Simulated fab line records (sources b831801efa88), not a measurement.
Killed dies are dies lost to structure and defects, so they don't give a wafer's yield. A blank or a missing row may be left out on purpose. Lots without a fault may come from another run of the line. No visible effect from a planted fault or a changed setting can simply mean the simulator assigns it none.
fab line records	flow sfq_line
record: lots: 5	wafers: 15	last_day: 83
route steps=325 shown M1@62 I1@73 M2@88 I2@103 M8@325
lots that met no fault: from a run of the same line without faults
start_h: the number of hours between the record's first day and the start of the first shown wafer of the lot	wait_h: hours from the lot's prior step to this one	" identical to the entry in the row above	L1.1+2: a single row standing in for several wafers	- either no value or no given start	* or withheld: withheld	< > ~ a bound
route shown NAME@n: NAME is a module with steps in the file, n the number in the route of the first one	usual: mean/standard deviation of fault-free wafers	same: alike in all rows	chamber/n: place in a boat	sites: the reading at each site	_std_site: standard deviation across them	_edge_site: inner sites' mean taken away from outer sites' mean	radius_mm: for every site, how far away it sits from the centre of the wafer	mask NAME#n: copy n	behind: the last tool/chamber to shape the wafer	hold: the reason the lot was held/the length of the hold in hours/how it ended	device: the transistor (n, p or np) that didn't switch	end of line: tests run on the same wafers once the route is complete	step lacking rows: just its recipe	killed: dies that structure and defects cost at the first sort, which is not the same as the wafer's yield	map: the dies of a wafer, with x for killed, . for not killed, _ for no die there
set.NAME: the setting as run; set.NAME@STEP: as run at that earlier step	model.NAME: the simulator's own value behind a step, which no gauge read
certain route steps with their lots: each step a table, each wafer a row
services: from which hour (start_h, from the record's first day; less than 0 if before it) a tool's chamber was out of use, for how many hours, and why
== steps ==
step: SFQ_TRILAYER_M1_LITHO_COAT_044
recipe: resist: BARC	spin_rpm: 3000	resist_thk_nm: 62
step: SFQ_TRILAYER_M1_LITHO_COAT_039
recipe: resist: KrF	spin_rpm: 3000	resist_thk_nm: 600
step: SFQ_TRILAYER_M1_LITHO_SOFTBAKE_043
recipe: temp_c: withheld	time_s: withheld	resist: KrF
step: SFQ_TRILAYER_M1_LITHO_EXPOSE_040
recipe: mask_id: M1	na: 0.6	source_shape: conventional	sigma_outer: 0.65	target_cd_nm: 500	dose_mj: 14.4
step: SFQ_TRILAYER_M1_LITHO_PEB_042
recipe: peb_temp_c: 115	peb_time_s: 60	resist: KrF
step: SFQ_TRILAYER_M1_LITHO_DEVELOP_041
recipe: time_s: 60	resist: KrF
step: SFQ_M1_OVL_MEAS_911
usual: M1_OVL: 3/5.5
lot.wafer	tool	chamber	start_h	wait_h	M1_OVL[nm]
L276.2	overlay-01	-	543.86	0.1	11
L276.3	"	-	"	"	8
L276.4	"	-	"	"	12
L279.3	overlay-02	-	581.74	0.1	6
L279.4	"	-	"	"	3
L279.6	"	-	"	"	-4
L294.2	overlay-01	-	755.16	0.1	5
L294.3	"	-	"	"	6
L294.5	"	-	"	"	2
L296.1	overlay-02	-	769.55	0.1	14
L296.2	"	-	"	"	11
L296.6	"	-	"	"	10
L298.2	overlay-02	-	780.36	0.1	-5
L298.4	"	-	"	"	1
L298.6	"	-	"	"	3
step: SFQ_TRILAYER_M1_BARC_OPEN_METAL_ETCH_054
recipe: mask_material: PR	chemistry: O2	target_depth_nm: 125	target: BARC	icp_w: 600	bias_w: 80	pressure_mtorr: 10	time_s: 41.7
step: SFQ_TRILAYER_M1_ETCH_METAL_ETCH_042
recipe: target: Nb	stop_on: SiO2	mask_material: PR	chemistry: Cl2/Ar	target_depth_nm: 240	icp_w: 600	bias_w: 80	pressure_mtorr: 10	time_s: 120
step: SFQ_TRILAYER_M1_STRIP_STRIP_043
recipe: gas: O2	power_w: 200	platen_temp_c: 40	overash_fraction: 0.65	chemistry: O2	pressure_mtorr: 50
step: SFQ_TRILAYER_M1_STRIP_SOLV_CLEAN_044
recipe: chemistry: NMP	temp_c: 70	time_s: 600
step: SFQ_TRILAYER_I1_DEP_PECVD_045
recipe: material: SiO2	temp_c: 150	time_s: 111.11	pressure_torr: 2.4	rf_w: 183.3	precursor: SiH4/N2O	target_thk_nm: 500
usual: chamber_pressure_Torr: 2.400/0.0055	heater_power_w: 90/19	throttle_valve_pct: 24.0/1
lot.wafer	tool	chamber	start_h	wait_h	chamber_pressure_Torr	heater_power_w	throttle_valve_pct
L276.2	pecvd-03	1	544.85	0.0	2.408	73	25.2
L276.3	"	0	"	"	2.393	107	23.3
L276.4	"	0	"	"	2.394	112	23.6
L279.3	pecvd-03	0	582.73	0.0	2.409	107	23.7
L279.4	"	2	"	"	2.399	73	22.4
L279.6	"	0	"	"	2.405	110	24.0
L294.2	pecvd-04	1	756.16	0.0	2.397	107	24.0
L294.3	"	0	"	"	2.397	106	25.0
L294.5	"	1	"	"	2.392	111	24.2
L296.1	pecvd-03	1	770.55	0.0	2.400	78	26.3
L296.2	"	2	"	"	2.402	75	22.6
L296.6	"	1	"	"	2.398	65	26.0
L298.2	pecvd-03	2	781.36	0.0	2.402	77	22.7
L298.4	"	2	"	"	2.404	80	22.5
L298.6	"	1	"	"	2.407	75	26.0
step: SFQ_TRILAYER_I1_CMP_CMP_046
recipe: material: SiO2	down_force_psi: 3	platen_rpm: 60	pad_velocity_m_s: 0.94248
usual: motor_current_A: 9.4/0.84	slurry_filter_dp_kPa: 13.49/0.14	slurry_flow_ml_min: 150.0/0.43	time_to_endpoint_s: 213/8.6
lot.wafer	tool	chamber	start_h	wait_h	motor_current_A	slurry_filter_dp_kPa	slurry_flow_ml_min	time_to_endpoint_s	model.SiO2_of_TRILAYER_I1_DEP_PECVD_045.thk_nm
L276.3	cmp-02	3	546.75	1.9	9.9	13.62	150.4	210	196.9
L276.2	"	1	547.75	2.9	10.1	13.41	150.1	203	198.2
L276.4	"	2	"	"	8.1	13.67	149.9	213	200.7
L279.3	cmp-02	0	582.80	0.0	8.5	13.55	149.3	178	251.7
L279.4	"	3	584.30	1.5	8.9	13.52	150.3	207	199.2
L279.6	"	0	"	"	9.0	13.39	149.6	187	250.5
L294.3	cmp-02	0	757.24	1.0	8.5	13.69	150.0	205	200.4
L294.2	"	1	"	"	9.7	13.40	149.6	214	199.1
L294.5	"	2	"	"	8.1	13.23	149.5	225	199.2
L296.1	cmp-01	2	773.02	2.4	9.6	13.57	149.7	214	199.9
L296.2	"	3	"	"	10.3	13.48	150.7	209	201.2
L296.6	"	3	775.52	4.9	10.8	13.36	150.3	226	201.6
L298.2	cmp-02	1	792.24	10.8	9.9	13.62	151.2	207	201.2
L298.4	"	3	793.24	11.8	10.1	13.50	150.3	204	199.4
L298.6	"	1	794.24	12.8	10.0	13.38	150.4	221	200.9
step: SFQ_I1_BOW_MEAS_912
recipe: mode: bow
usual: I1_BOW: 2/8.3
lot.wafer	tool	chamber	start_h	wait_h	I1_BOW[um]
L276.2	film_metro-01	-	549.77	1.5	4
L276.3	"	-	"	"	5
L276.4	"	-	"	"	11
L279.3	film_metro-02	-	585.84	2.5	11
L279.4	"	-	"	"	19
L279.6	"	-	"	"	10
L294.2	film_metro-02	-	759.26	1.0	12
L294.3	"	-	"	"	11
L294.5	"	-	"	"	9
L296.1	film_metro-04	-	776.02	2.5	6
L296.2	"	-	"	"	8
L296.6	"	-	"	"	-11
L298.2	film_metro-01	-	795.26	2.5	5
L298.4	"	-	"	"	-2
L298.6	"	-	"	"	5
step: SFQ_TRILAYER_I1_METRO_MEASURE_047
usual: thk_nm: 199.7/1.2
lot.wafer	tool	chamber	start_h	wait_h	thk_nm
L276.2	film_metro-01	-	550.07	0.3	198.1
L276.3	"	-	"	"	196.8
L276.4	"	-	"	"	200.6
L279.3	film_metro-02	-	586.32	0.5	251.7
L279.4	"	-	"	"	199.2
L279.6	"	-	"	"	250.5
L294.2	film_metro-02	-	759.56	0.3	199.1
L294.3	"	-	"	"	200.3
L294.5	"	-	"	"	199.1
L296.1	film_metro-04	-	776.14	0.1	199.8
L296.2	"	-	"	"	201.1
L296.6	"	-	"	"	201.6
L298.2	film_metro-01	-	795.56	0.3	201.2
L298.4	"	-	"	"	199.5
L298.6	"	-	"	"	200.9
step: SFQ_TRILAYER_I1_VIA_LITHO_COAT_054
recipe: resist: BARC	spin_rpm: 3000	resist_thk_nm: 62
step: SFQ_TRILAYER_I1_VIA_LITHO_COAT_049
recipe: resist: KrF	spin_rpm: 3000	resist_thk_nm: 650
step: SFQ_TRILAYER_I1_VIA_LITHO_SOFTBAKE_053
recipe: temp_c: withheld	time_s: withheld	resist: KrF
step: SFQ_TRILAYER_I1_VIA_LITHO_EXPOSE_050
recipe: mask_id: I1	na: 0.6	source_shape: conventional	sigma_outer: 0.65	target_cd_nm: 500	dose_mj: 21.3
step: SFQ_TRILAYER_I1_VIA_LITHO_PEB_052
recipe: peb_temp_c: 115	peb_time_s: 60	resist: KrF
step: SFQ_TRILAYER_I1_VIA_LITHO_DEVELOP_051
recipe: time_s: 60	resist: KrF
step: SFQ_I1_OVL_MEAS_913
usual: I1_OVL: 0/5.1
lot.wafer	tool	chamber	start_h	wait_h	I1_OVL[nm]
L276.2	overlay-02	-	563.16	0.1	-5
L276.3	"	-	"	"	-3
L276.4	"	-	"	"	1
L279.3	overlay-02	-	589.51	0.1	-3
L279.4	"	-	"	"	-11
L279.6	"	-	"	"	-4
L294.2	overlay-01	-	794.31	0.1	-5
L294.3	"	-	"	"	4
L294.5	"	-	"	"	-1
L296.1	overlay-01	-	796.70	0.1	-5
L296.2	"	-	"	"	0
L296.6	"	-	"	"	0
L298.2	overlay-01	-	799.11	0.1	0
L298.4	"	-	"	"	7
L298.6	"	-	"	"	0
step: SFQ_TRILAYER_I1_VIA_BARC_OPEN_VIA_ETCH_071
recipe: mask_material: PR	chemistry: O2	target_depth_nm: 125	target: BARC	source_w: 500	bias_w: 80	pressure_mtorr: 30	time_s: 41.7
usual: chamber_pressure_mTorr: 30.001/0.027	drypump_motor_current_A: 5.6/0.4	oes_product_au: 0.685/0.0047
lot.wafer	tool	chamber	start_h	wait_h	chamber_pressure_mTorr	drypump_motor_current_A	oes_product_au	rf_hours_counter_h
L276.2	rie_diel-02	3	563.19	0.0	29.987	6.0	0.692	14
L276.3	"	1	"	"	30.025	5.1	0.684	49
L276.4	"	0	"	"	29.978	5.7	0.692	4
L279.3	rie_diel-04	1	589.54	0.0	29.982	6.0	0.688	10
L279.4	"	3	"	"	30.005	5.6	0.683	2
L279.6	"	1	"	"	30.021	6.0	0.691	-
L294.2	rie_diel-02	0	794.34	0.0	29.980	5.7	0.690	8
L294.3	"	3	"	"	29.978	6.0	0.686	18
L294.5	"	3	"	"	30.003	6.0	0.686	-
L296.1	rie_diel-04	2	796.74	0.0	29.961	6.0	0.680	38
L296.2	"	0	"	"	30.008	5.1	0.681	0
L296.6	"	2	"	"	29.985	6.0	0.679	-
L298.2	rie_diel-01	3	799.14	0.0	30.067	6.0	0.680	28
L298.4	"	2	"	"	30.027	6.0	0.685	5
L298.6	"	2	"	"	30.017	6.0	0.684	-
step: SFQ_TRILAYER_I1_VIA_ETCH_VIA_ETCH_052
recipe: target: SiO2	stop_on: Nb	mask_material: PR	taper_deg: 20	chemistry: CHF3	target_depth_nm: 260	source_w: 500	bias_w: 80	pressure_mtorr: 30	time_s: withheld
usual: chamber_pressure_mTorr: 30.001/0.027	drypump_motor_current_A: 5.6/0.4	oes_product_au: 0.854/0.0055
lot.wafer	tool	chamber	start_h	wait_h	chamber_pressure_mTorr	drypump_motor_current_A	oes_product_au	model.etch.depth_nm	model.I1.feature_depth_nm
L276.2	rie_diel-02	3	563.23	0.0	29.984	6.0	0.854	198.2	198.2
L276.3	"	1	"	"	29.994	5.1	0.841	196.9	196.9
L276.4	"	0	"	"	30.004	5.7	0.861	200.7	200.7
L279.3	rie_diel-04	1	589.58	0.0	30.049	6.0	0.980	251.7	251.7
L279.4	"	3	"	"	30.028	5.6	0.846	199.2	199.2
L279.6	"	1	"	"	29.995	6.0	0.977	250.5	250.5
L294.2	rie_diel-02	0	794.38	0.0	30.004	5.7	0.855	199.1	199.1
L294.3	"	3	"	"	30.042	6.0	0.848	200.4	200.4
L294.5	"	3	"	"	30.030	6.0	0.856	199.2	199.2
L296.1	rie_diel-04	2	796.78	0.0	29.969	6.0	0.856	199.9	199.9
L296.2	"	0	"	"	29.992	5.1	0.856	201.2	201.2
L296.6	"	2	"	"	30.015	6.1	0.858	201.6	201.6
L298.2	rie_diel-01	3	799.18	0.0	29.994	5.9	0.856	201.2	201.2
L298.4	"	2	"	"	30.024	6.0	0.848	199.4	199.4
L298.6	"	2	"	"	29.991	6.0	0.856	200.9	200.9
step: SFQ_TRILAYER_I1_VIA_STRIP_STRIP_053
recipe: gas: O2	power_w: 200	platen_temp_c: 40	overash_fraction: 0.65	chemistry: O2	pressure_mtorr: 50
usual: chamber_pressure_mTorr: 50.00/0.047	drypump_motor_current_A: 5.6/0.36	oes_product_au: 0.993/0.013
lot.wafer	tool	chamber	start_h	wait_h	chamber_pressure_mTorr	drypump_motor_current_A	oes_product_au	rf_hours_counter_h
L276.2	rie_metal-03	0	563.34	-	50.03	5.0	1.012	49
L276.3	"	0	"	"	50.08	5.0	1.001	-
L276.4	"	1	"	"	50.00	5.7	0.983	-
L279.3	rie_metal-01	1	590.09	-	49.98	6.1	1.003	-
L279.4	"	1	"	"	50.00	6.1	0.993	-
L279.6	"	1	"	"	50.05	6.1	0.987	-
L294.2	rie_metal-03	0	794.49	-	50.05	5.0	1.019	84
L294.3	"	0	"	"	50.01	5.0	1.012	-
L294.5	"	0	"	"	50.04	5.0	1.014	-
L296.1	rie_metal-03	1	796.89	-	50.06	5.7	0.985	74
L296.2	"	0	"	"	49.93	5.0	1.015	84
L296.6	"	0	"	"	50.06	5.0	1.023	-
L298.2	rie_metal-03	1	799.29	-	49.94	5.7	0.985	75
L298.4	"	0	"	"	49.98	5.0	1.016	-
L298.6	"	0	"	"	49.96	5.0	1.017	-
step: SFQ_TRILAYER_I1_VIA_STRIP_SOLV_CLEAN_054
recipe: chemistry: NMP	temp_c: 70	time_s: 600
step: SFQ_TRILAYER_M2_DEP_PRE_CLEAN_056
recipe: gas: Ar	time_s: 22.5	bias_v: 250
lot.wafer	tool	chamber	start_h	wait_h	model.SiO2_of_TRILAYER_I1_DEP_PECVD_045.thk_nm
L276.2	pvd_sputter-04	-	564.12	0.0	190.7
L276.3	"	-	"	"	189.4
L276.4	"	-	"	"	193.2
L279.3	pvd_sputter-05	-	591.06	0.0	244.2
L279.4	"	-	"	"	191.7
L279.6	"	-	"	"	243
L294.2	pvd_sputter-04	-	795.26	0.0	191.6
L294.3	"	-	"	"	192.9
L294.5	"	-	"	"	191.7
L296.1	pvd_sputter-04	-	797.66	0.0	192.4
L296.2	"	-	"	"	193.7
L296.6	"	-	"	"	194.1
L298.2	pvd_sputter-04	-	800.06	0.0	193.7
L298.4	"	-	"	"	191.9
L298.6	"	-	"	"	193.4
step: SFQ_TRILAYER_M2_DEP_SPUTTER_055
recipe: material: Nb	base_pressure_pa: 1.33e-06	chamber_pressure_pa: 0.1333	substrate_temp_c: 20	resputter_cathode_voltage_v: 400	target_thk_nm: 200	power_w: 2000	time_s: 133.3
usual: throttle_valve_pct: 29.8/1.4
lot.wafer	tool	chamber	start_h	wait_h	throttle_valve_pct
L276.2	pvd_sputter-04	-	564.15	0.0	30.6
L276.3	"	-	"	"	27.3
L276.4	"	-	"	"	31.0
L279.3	pvd_sputter-05	-	591.09	0.0	30.6
L279.4	"	-	"	"	28.3
L279.6	"	-	"	"	32.1
L294.2	pvd_sputter-04	-	795.29	0.0	28.1
L294.3	"	-	"	"	31.2
L294.5	"	-	"	"	31.1
L296.1	pvd_sputter-04	-	797.69	0.0	27.2
L296.2	"	-	"	"	30.7
L296.6	"	-	"	"	31.2
L298.2	pvd_sputter-04	-	800.09	0.0	27.6
L298.4	"	-	"	"	31.4
L298.6	"	-	"	"	27.9
step: SFQ_M2_RS_MEAS_914
recipe: thk_meas_gauge: four-point-probe	reads: Nb_of_TRILAYER_M2_DEP_SPUTTER_055
usual: M2_NB_RS: 0.887/0.011
lot.wafer	tool	chamber	start_h	wait_h	M2_NB_RS[ohm/sq]
L276.2	film_metro-02	-	564.26	0.1	0.895
L276.3	"	-	"	"	0.889
L276.4	"	-	"	"	0.898
L279.3	film_metro-02	-	591.22	0.1	0.867
L279.4	"	-	"	"	0.881
L279.6	"	-	"	"	0.884
L294.2	film_metro-03	-	795.40	0.1	0.888
L294.3	"	-	"	"	0.903
L294.5	"	-	"	"	0.904
L296.1	film_metro-03	-	797.78	0.0	0.886
L296.2	"	-	"	"	0.891
L296.6	"	-	"	"	0.887
L298.2	film_metro-02	-	800.20	0.1	0.896
L298.4	"	-	"	"	0.901
L298.6	"	-	"	"	0.891
step: SFQ_TRILAYER_M2_LITHO_COAT_062
recipe: resist: BARC	spin_rpm: 3000	resist_thk_nm: 62
step: SFQ_TRILAYER_M2_LITHO_COAT_057
recipe: resist: KrF	spin_rpm: 3000	resist_thk_nm: 600
step: SFQ_TRILAYER_M2_LITHO_SOFTBAKE_061
recipe: temp_c: withheld	time_s: withheld	resist: KrF
step: SFQ_TRILAYER_M2_LITHO_EXPOSE_058
recipe: mask_id: M2	na: 0.6	source_shape: conventional	sigma_outer: 0.65	target_cd_nm: 500	dose_mj: 14.4
step: SFQ_TRILAYER_M2_LITHO_PEB_060
recipe: peb_temp_c: 115	peb_time_s: 60	resist: KrF
step: SFQ_TRILAYER_M2_LITHO_DEVELOP_059
recipe: time_s: 60	resist: KrF
step: SFQ_M2_OVL_MEAS_916
usual: M2_OVL: -3/5
lot.wafer	tool	chamber	start_h	wait_h	M2_OVL[nm]
L276.2	overlay-01	-	717.71	0.1	-2
L276.3	"	-	"	"	-1
L276.4	"	-	"	"	2
L279.3	overlay-01	-	749.04	0.1	-2
L279.4	"	-	"	"	-9
L279.6	"	-	"	"	-10
L294.2	overlay-02	-	929.45	0.1	-9
L294.3	"	-	"	"	-3
L294.5	"	-	"	"	-2
L296.1	overlay-02	-	933.04	0.1	-1
L296.2	"	-	"	"	0
L296.6	"	-	"	"	0
L298.2	overlay-01	-	936.65	0.1	-9
L298.4	"	-	"	"	-11
L298.6	"	-	"	"	-6
step: SFQ_TRILAYER_M2_BARC_OPEN_METAL_ETCH_077
recipe: mask_material: PR	chemistry: O2	target_depth_nm: 125	target: BARC	icp_w: 600	bias_w: 80	pressure_mtorr: 10	time_s: 41.7
step: SFQ_TRILAYER_M2_ETCH_METAL_ETCH_060
recipe: target: Nb	stop_on: SiO2	mask_material: PR	chemistry: Cl2/Ar	target_depth_nm: 240	icp_w: 600	bias_w: 80	pressure_mtorr: 10	time_s: 120
usual: chamber_pressure_mTorr: 9.999/0.0086	drypump_motor_current_A: 5.63/0.28	oes_product_au: 0.896/0.0079
lot.wafer	tool	chamber	start_h	wait_h	chamber_pressure_mTorr	drypump_motor_current_A	oes_product_au	rf_hours_counter_h
L276.2	rie_metal-02	0	717.80	0.0	10.004	5.64	0.890	84
L276.3	"	0	"	"	9.991	5.65	0.897	-
L276.4	"	1	"	"	10.007	5.91	0.900	-
L279.3	rie_metal-01	1	749.16	0.1	10.002	6.08	0.919	-
L279.4	"	0	"	"	10.001	5.35	0.903	-
L279.6	"	1	"	"	10.003	6.07	0.895	-
L294.2	rie_metal-01	1	929.54	0.0	10.005	6.06	0.895	91
L294.3	"	0	"	"	9.984	5.32	0.890	-
L294.5	"	1	"	"	10.009	6.08	0.879	-
L296.1	rie_metal-04	0	933.14	0.0	10.007	5.50	0.903	113
L296.2	"	1	"	"	9.999	5.18	0.886	127
L296.6	"	1	"	"	9.994	5.19	0.895	-
L298.2	rie_metal-04	0	936.74	0.0	9.991	5.51	0.884	113
L298.4	"	0	"	"	10.015	5.54	0.882	-
L298.6	"	1	"	"	10.003	5.19	0.896	-
step: SFQ_TRILAYER_M2_STRIP_STRIP_061
recipe: gas: O2	power_w: 200	platen_temp_c: 40	overash_fraction: 0.65	chemistry: O2	pressure_mtorr: 50
step: SFQ_TRILAYER_M2_STRIP_SOLV_CLEAN_062
recipe: chemistry: NMP	temp_c: 70	time_s: 600
step: SFQ_TRILAYER_I2_DEP_PECVD_063
recipe: material: SiO2	temp_c: 150	time_s: 111.11	pressure_torr: 2.4	rf_w: 183.3	precursor: SiH4/N2O	target_thk_nm: 500
step: SFQ_M8_BOW_MEAS_951
recipe: mode: bow
usual: M8_BOW: 10/13
lot.wafer	tool	chamber	start_h	wait_h	M8_BOW[um]	model.etest.i1.link_ohm
L276.2	film_metro-03	-	1633.75	0.0	14	1.961
L276.3	"	-	"	"	14	1.967
L276.4	"	-	"	"	22	1.97
L279.3	film_metro-01	-	1842.95	0.0	29	2.011
L279.4	"	-	"	"	37	1.987
L279.6	"	-	"	"	27	2.03
L294.2	film_metro-03	-	1975.97	0.0	33	1.958
L294.3	"	-	"	"	33	1.974
L294.5	"	-	"	"	31	1.974
L296.1	film_metro-04	-	1978.35	0.0	7	1.975
L296.2	"	-	"	"	9	1.965
L296.6	"	-	"	"	-10	1.986
L298.2	film_metro-01	-	1980.77	0.0	11	1.973
L298.4	"	-	"	"	6	1.977
L298.6	"	-	"	"	12	1.972
== services ==
tool	chamber	start_h	hours	kind
rie_diel-04	-	521.05	1.1	repair
cmp-02	-	521.63	2.2	repair
rie_diel-02	-	529.20	4.3	pm
rie_diel-02	-	533.53	2.8	pm
rie_diel-04	-	563.74	2.8	pm
cmp-02	-	605.83	1.8	repair
pecvd-03	-	628.18	3.8	repair
rie_diel-04	-	641.39	5.3	repair
rie_diel-02	3	646.29	1.5	repair
cmp-02	-	650.33	12.2	pm
rie_metal-03	-	657.69	0.5	repair
rie_metal-03	1	665.90	9.0	repair
pecvd-03	1	678.53	22.7	repair
rie_diel-02	1	687.82	18.4	repair
cmp-02	-	689.28	3.2	repair
pecvd-03	-	696.82	14.6	pm
rie_diel-02	-	699.24	14.6	pm
cmp-02	-	716.46	4.9	pm
rie_diel-02	2	724.10	4.6	repair
pecvd-03	-	732.68	0.7	repair
cmp-02	-	747.06	4.0	pm
rie_metal-03	-	771.94	0.1	repair
cmp-02	-	819.75	0.6	repair
pecvd-03	-	821.14	0.5	repair
== key ==
first_sign: step: SFQ_TRILAYER_I1_CMP_CMP_046	reading: time_to_endpoint_s	direction: down	sigmas: 3.6	usual: *	struck: *
effect: step: SFQ_TRILAYER_I1_METRO_MEASURE_047	reading: thk_nm	direction: up	sigmas: 41	usual: 199.7	struck: 251.1
effect: step: SFQ_TRILAYER_I1_VIA_ETCH_VIA_ETCH_052	reading: oes_product_au	direction: up	sigmas: 23	usual: 0.854	struck: 0.978
model_effect: step: SFQ_TRILAYER_I1_CMP_CMP_046	value: SiO2_of_TRILAYER_I1_DEP_PECVD_045.thk_nm	without: 201.1	struck: 251.1
model_effect: step: SFQ_TRILAYER_I1_VIA_ETCH_VIA_ETCH_052	value: etch.depth_nm	without: 201.1	struck: 251.1
model_effect: step: SFQ_TRILAYER_M2_DEP_PRE_CLEAN_056	value: SiO2_of_TRILAYER_I1_DEP_PECVD_045.thk_nm	without: 193.6	struck: 243.6
model_effect: step: SFQ_M8_BOW_MEAS_951	value: etest.i1.link_ohm	without: 1.975	struck: 2.021
met_at SFQ_TRILAYER_I1_CMP_CMP_046
struck_wafers L279.3,L279.6
fault: kind: process_parameter_drift	tool: cmp-02	chamber: 0	onset_h: 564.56	steps: SFQ_TRILAYER_I1_CMP_CMP_046	channel: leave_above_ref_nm	offset: 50	shape: step	end_h: 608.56	acts_in: these_recipes_only	stated: 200
